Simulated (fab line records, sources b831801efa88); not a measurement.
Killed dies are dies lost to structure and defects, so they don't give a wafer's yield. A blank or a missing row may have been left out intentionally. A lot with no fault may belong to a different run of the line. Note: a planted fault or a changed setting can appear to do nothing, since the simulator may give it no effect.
fab line records	flow sky130
record: lots: 11	wafers: 32	last-day: 50
route steps=708 shown LI_CONTACT@378 LOCAL_INTERCONNECT@389 VIA3@588 METAL5@663
lots that met no fault: from a run of the same line without faults
start-h: start of the lot's first displayed wafer, in hours after the record's first day	wait-h: time in hours since the lot's previous step	" the same as in the row above	L1.1+2: a row that stands for several wafers	- value missing, or start not given	* or withheld: withheld	< > ~ a bound
route shown NAME@n: NAME is a module with steps in the file, n the number in the route of the first one	usual: mean/standard deviation of fault-free wafers	same: alike in all rows	chamber/n: place in a boat	sites: each site's reading	_std_site: how widely they spread, as a standard deviation	_edge_site: inner sites' mean taken away from outer sites' mean	radius-mm: for every site, how far away it sits from the centre of the wafer	mask NAME#n: copy n	behind: the last tool/chamber to shape the wafer	hold: what put the lot on hold/how long, in hours/how the hold closed	device: whichever transistor did not switch (one of n, p or np)	end of line: tests run on the same wafers once the route is complete	a step with no rows: only its recipe	killed: dies that structure and defects cost at the first sort, which is not the same as the wafer's yield	map: a wafer's dies, x killed, . not, _ none there
set.NAME: the setting the step ran with; set.NAME@STEP: the setting that earlier step ran with	model.NAME: the simulator's own value behind a step, which no gauge read
one table for each step of the route and one row for each wafer, over a sample of lots
services: a tool's chamber out of use, with start hour (start-h, from the record's first day; less than 0 if before it), hours out, and reason
== steps ==
step: SKY_LI_CONTACT_STRIP_16
recipe: chemistry: O2/N2	power-w: 1400	pressure-mtorr: 1500	platen-temp-c: withheld	o2-flow-sccm: 3000	n2-flow-sccm: 300	overash-fraction: 0.5
usual: drypump-motor-current-A: 5.4/0.53	oes-product-au: 0.375/0.0042	strip-time-to-endpoint-s: 3.488/0.026
lot.wafer	tool	chamber	start-h	wait-h	drypump-motor-current-A	oes-product-au	rf-hours-counter-h	strip-time-to-endpoint-s
L635.1	plasma-asher-03	1	674.61	-	5.0	0.373	59	3.508
L635.5	"	1	"	"	5.0	0.369	-	3.484
L635.6	"	0	"	"	6.1	0.377	-	3.513
L636.2	plasma-asher-03	1	681.86	-	4.9	0.372	59	3.455
L636.3	"	1	"	"	5.0	0.370	-	3.460
L636.4	"	0	"	"	6.1	0.373	-	3.507
L637.3	plasma-asher-03	1	697.35	-	5.0	0.385	-	3.511
L637.4	"	0	"	"	6.1	0.378	-	3.534
L637.6	"	1	"	"	5.0	0.376	-	3.488
L640.1	plasma-asher-03	1	712.51	-	4.9	0.376	62	3.464
L640.3	"	1	"	"	5.0	0.376	-	3.472
L640.5	"	1	"	"	5.0	0.376	-	3.473
L639.1	plasma-asher-01	1	713.32	-	5.7	0.374	102	3.487
L639.3	"	0	"	"	5.9	0.378	-	3.501
L639.6	"	0	"	"	5.9	0.368	-	3.473
L638.5	plasma-asher-03	1	714.63	-	5.0	0.370	-	3.482
L638.6	"	0	"	"	6.1	0.372	-	3.493
L652.2	plasma-asher-01	0	812.64	-	5.9	0.380	7	3.511
L652.3	"	1	"	"	5.6	0.377	-	3.498
L652.5	"	0	"	"	5.9	0.375	-	3.495
L654.2	plasma-asher-02	0	826.27	-	4.8	0.375	96	3.509
L654.4	"	0	"	"	4.8	0.380	-	3.511
L654.6	"	1	"	"	4.8	0.380	-	3.484
L655.2	plasma-asher-03	0	828.19	-	6.2	0.383	74	3.479
L655.3	"	0	"	"	6.1	0.370	-	3.493
L655.5	"	1	"	"	5.0	0.373	-	3.490
L656.1	plasma-asher-01	0	829.14	-	5.8	0.374	9	3.475
L656.3	"	0	"	"	5.9	0.381	-	3.504
L656.4	"	1	"	"	5.7	0.376	-	3.519
L657.1	plasma-asher-01	0	837.84	-	5.9	0.380	10	3.509
L657.3	"	1	"	"	5.7	0.374	-	3.491
L657.5	"	0	"	"	5.9	0.380	-	3.487
step: SKY_LOCAL_INTERCONNECT_THK_MEAS_02
recipe: thk-meas-gauge: xrf	reads: TiN_of_LOCAL_INTERCONNECT_SPUTTER_00
usual: LOCAL_INTERCONNECT_TIN_THK: 99.4/0.72
lot.wafer	tool	chamber	start-h	wait-h	LOCAL_INTERCONNECT_TIN_THK[nm]
L635.1	film-metro-03	-	676.00	0.1	98.7
L635.5	"	-	"	"	98.8
L635.6	"	-	"	"	98.4
L636.2	film-metro-01	-	683.09	0.1	99.9
L636.3	"	-	"	"	98.7
L636.4	"	-	"	"	98.1
L637.3	film-metro-02	-	698.56	0.1	98.2
L637.4	"	-	"	"	98.4
L637.6	"	-	"	"	98.5
L640.1	film-metro-02	-	713.90	0.1	99.4
L640.3	"	-	"	"	99.4
L640.5	"	-	"	"	99.1
L639.1	film-metro-02	-	714.54	0.1	99.5
L639.3	"	-	"	"	100.0
L639.6	"	-	"	"	100.1
L638.5	film-metro-03	-	715.82	0.1	99.1
L638.6	"	-	"	"	99.9
L652.2	film-metro-03	-	813.87	0.1	99.1
L652.3	"	-	"	"	99.9
L652.5	"	-	"	"	100.1
L654.2	film-metro-01	-	827.52	0.1	98.8
L654.4	"	-	"	"	99.7
L654.6	"	-	"	"	98.9
L655.2	film-metro-02	-	829.44	0.1	99.1
L655.3	"	-	"	"	99.5
L655.5	"	-	"	"	99.9
L656.1	film-metro-02	-	830.46	0.1	98.4
L656.3	"	-	"	"	99.4
L656.4	"	-	"	"	98.5
L657.1	film-metro-03	-	839.07	0.1	99.1
L657.3	"	-	"	"	100.4
L657.5	"	-	"	"	99.9
step: SKY_VIA3_ETCH_15
recipe: target: SiO2	chemistry: C4F8/O2/Ar	target-depth-nm: 507	stop-on: TiN	mask-material: KrF-thick	source-w: 1500	bias-w: 1200	pressure-mtorr: 40	c4f8-flow-sccm: withheld	O2_flow_sccm: 6	Ar_flow_sccm: 300	time-s: 78
usual: oes-product-au: 0.945/0.0046	rf-fwd-power-W: 1490/5.3	run-length-s: 106.2/0.4
lot.wafer	tool	chamber	start-h	wait-h	oes-product-au	rf-fwd-power-W	rf-hours-counter-h	run-length-s
L635.1	rie-diel-03	1	926.84	0.0	0.946	1490	11	106.1
L635.5	"	1	"	"	0.945	1489	-	106.2
L635.6	"	0	"	"	0.953	1489	-	106.9
L636.2	rie-diel-01	0	932.44	0.0	0.939	1485	20	106.9
L636.3	"	1	"	"	0.945	1484	22	107.3
L636.4	"	3	"	"	0.940	1493	-	106.7
L637.3	rie-diel-04	0	943.94	0.0	0.941	1491	7	105.8
L637.4	"	1	"	"	0.954	1493	17	106.0
L637.6	"	0	"	"	0.950	1497	-	106.1
L640.1	rie-diel-01	0	960.79	0.0	0.946	1479	21	106.3
L640.3	"	2	"	"	0.943	1494	18	106.2
L640.5	"	1	"	"	0.936	1492	-	106.7
L639.1	rie-diel-04	3	960.84	0.0	0.947	1487	13	106.1
L639.3	"	1	"	"	0.942	1477	18	105.9
L639.6	"	0	"	"	0.949	1502	-	105.7
L638.5	rie-diel-04	2	961.93	0.0	0.901	1492	-	113.0
L638.6	"	3	"	"	0.944	1483	-	106.4
L652.2	rie-diel-03	0	1044.76	0.0	0.938	1496	28	107.0
L652.3	"	1	"	"	0.948	1491	14	106.1
L652.5	"	2	"	"	0.944	1492	-	106.1
L654.2	rie-diel-04	1	1057.86	0.0	0.949	1490	21	106.0
L654.4	"	2	"	"	0.944	1483	20	106.0
L654.6	"	2	"	"	0.943	1491	-	105.9
L656.1	rie-diel-03	1	1060.04	0.0	0.946	1488	15	106.1
L656.3	"	3	"	"	0.948	1482	13	105.7
L656.4	"	3	"	"	0.947	1485	-	106.0
L655.2	rie-diel-04	2	1060.84	0.0	0.947	1485	20	106.3
L655.3	"	0	"	"	0.952	1499	12	106.3
L655.5	"	3	"	"	0.944	1494	-	106.1
L657.1	rie-diel-04	1	1067.21	0.0	0.945	1483	21	105.9
L657.3	"	0	"	"	0.951	1498	12	105.7
L657.5	"	3	"	"	0.929	1489	-	106.3
step: SKY_VIA3_STRIP_16
recipe: chemistry: O2/N2	power-w: 1400	pressure-mtorr: 1500	platen-temp-c: withheld	o2-flow-sccm: 3000	n2-flow-sccm: 300	overash-fraction: 0.5
usual: drypump-motor-current-A: 5.6/0.38	oes-product-au: 0.402/0.0049	strip-time-to-endpoint-s: 4.124/0.024
lot.wafer	tool	chamber	start-h	wait-h	drypump-motor-current-A	oes-product-au	rf-hours-counter-h	strip-time-to-endpoint-s
L635.1	plasma-asher-01	1	926.90	0.0	5.7	0.396	18	4.154
L635.5	"	0	"	"	5.9	0.398	-	4.138
L635.6	"	1	"	"	5.7	0.406	-	4.117
L636.2	plasma-asher-01	0	932.50	0.0	5.9	0.396	19	4.078
L636.3	"	0	"	"	5.9	0.404	-	4.130
L636.4	"	1	"	"	5.7	0.400	-	4.105
L637.3	plasma-asher-04	0	944.03	0.1	5.4	0.399	-	4.138
L637.4	"	1	"	"	5.3	0.400	-	4.135
L637.6	"	0	"	"	5.4	0.401	-	4.123
L640.1	plasma-asher-04	0	960.85	0.0	5.4	0.398	53	4.163
L640.3	"	0	"	"	5.4	0.399	-	4.113
L640.5	"	0	"	"	5.4	0.399	-	4.175
L639.1	plasma-asher-03	0	960.90	0.0	6.1	0.400	87	4.088
L639.3	"	1	"	"	4.9	0.400	-	4.117
L639.6	"	0	"	"	6.1	0.408	-	4.117
L638.5	plasma-asher-01	1	962.03	0.1	5.7	0.397	-	4.047
L638.6	"	0	"	"	5.9	0.406	-	4.107
L652.2	plasma-asher-04	1	1044.82	0.0	5.3	0.401	61	4.142
L652.3	"	0	"	"	5.4	0.400	-	4.168
L652.5	"	0	"	"	5.4	0.411	-	4.165
L654.2	plasma-asher-03	1	1057.92	0.0	5.0	0.405	97	4.103
L654.4	"	1	"	"	4.9	0.413	-	4.141
L654.6	"	0	"	"	6.1	0.402	-	4.149
L656.1	plasma-asher-03	0	1060.10	0.0	6.1	0.395	97	4.149
L656.3	"	0	"	"	6.1	0.394	-	4.137
L656.4	"	1	"	"	5.0	0.407	-	4.154
L655.2	plasma-asher-03	1	1060.90	0.0	4.9	0.398	97	4.114
L655.3	"	1	"	"	5.0	0.410	-	4.141
L655.5	"	1	"	"	5.0	0.400	-	4.110
L657.1	plasma-asher-03	1	1067.27	0.0	5.0	0.402	98	4.109
L657.3	"	1	"	"	4.9	0.407	-	4.135
L657.5	"	1	"	"	4.9	0.403	-	4.103
step: SKY_METAL5_SPUTTER_02
recipe: material: AlCu	target-thk-nm: 1150	power-w: 10600	time-s: 61.2	chamber-pressure-pa: 0.4
usual: throttle-valve-pct: 30.0/1.2
lot.wafer	tool	chamber	start-h	wait-h	throttle-valve-pct
L635.1	pvd-sputter-01	-	1004.21	0.0	29.5
L635.5	"	-	"	"	28.9
L635.6	"	-	"	"	29.3
L636.2	pvd-sputter-01	-	1008.91	0.0	28.8
L636.3	"	-	"	"	29.5
L636.4	"	-	"	"	30.4
L637.3	pvd-sputter-02	-	1018.91	0.0	30.0
L637.4	"	-	"	"	29.7
L637.6	"	-	"	"	31.1
L640.1	pvd-sputter-04	-	1034.93	0.0	29.2
L640.3	"	-	"	"	30.4
L640.5	"	-	"	"	28.0
L639.1	pvd-sputter-01	-	1035.63	0.0	29.8
L639.3	"	-	"	"	29.4
L639.6	"	-	"	"	28.7
L638.5	pvd-sputter-02	-	1036.35	0.0	30.9
L638.6	"	-	"	"	30.1
L652.2	pvd-sputter-01	-	1112.93	0.0	29.0
L652.3	"	-	"	"	29.4
L652.5	"	-	"	"	29.0
L654.2	pvd-sputter-04	-	1124.07	0.0	29.2
L654.4	"	-	"	"	32.4
L654.6	"	-	"	"	28.9
L656.1	pvd-sputter-04	-	1125.10	0.0	30.3
L656.3	"	-	"	"	32.4
L656.4	"	-	"	"	28.9
L655.2	pvd-sputter-02	-	1127.12	0.0	29.5
L655.3	"	-	"	"	30.8
L655.5	"	-	"	"	31.2
L657.1	pvd-sputter-01	-	1133.53	0.0	30.5
L657.3	"	-	"	"	29.4
L657.5	"	-	"	"	29.8
== services ==
tool	chamber	start-h	hours	kind
rie-diel-03	1	656.19	3.2	repair
rie-diel-04	0	687.19	18.0	repair
rie-diel-04	2	704.23	7.9	repair
rie-diel-03	1	708.52	1.4	repair
rie-diel-03	0	723.65	7.5	repair
pvd-sputter-02	-	726.68	1.0	repair
plasma-asher-01	-	733.79	9.0	pm
rie-diel-04	-	758.72	1.2	repair
rie-diel-04	2	765.25	5.3	repair
rie-diel-04	-	775.12	0.5	repair
plasma-asher-04	-	791.74	1.2	repair
pvd-sputter-02	-	825.14	1.9	repair
rie-diel-03	1	873.78	6.6	repair
rie-diel-04	2	882.00	5.9	repair
plasma-asher-04	-	889.64	0.5	repair
plasma-asher-01	-	964.92	2.0	repair
rie-diel-03	1	970.18	14.6	repair
rie-diel-04	3	976.97	8.4	repair
pvd-sputter-01	-	998.78	2.7	repair
rie-diel-03	-	1004.63	0.2	repair
plasma-asher-01	-	1018.81	2.8	pm
plasma-asher-03	-	1035.68	1.2	repair
rie-diel-03	2	1046.63	14.8	repair
pvd-sputter-01	-	1058.84	2.3	repair
== key ==
first-sign: step: SKY_VIA3_ETCH_15	reading: run-length-s	direction: up	sigmas: 17	usual: *	struck: *
effect: step: SKY_VIA3_ETCH_15	reading: oes-product-au	direction: down	sigmas: 9.5	usual: 0.945	struck: 0.901
effect: step: SKY_VIA3_STRIP_16	reading: strip-time-to-endpoint-s	direction: down	sigmas: 3.2	usual: *	struck: *
met-at SKY_VIA3_ETCH_15
struck-lots L638
struck-wafers L638.5
not-acting-at SKY_LI_CONTACT_STRIP_16,SKY_LOCAL_INTERCONNECT_THK_MEAS_02,SKY_METAL5_SPUTTER_02
onset-between 960.84 961.93
fault: kind: process-parameter-drift	tool: rie-diel-04	chamber: -	onset-h: 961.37	steps: SKY_VIA3_ETCH_15	channel: time-s	offset: *	shape: step	end-h: 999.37	scope: struck-wafers-only	acts-in: *	stated: *
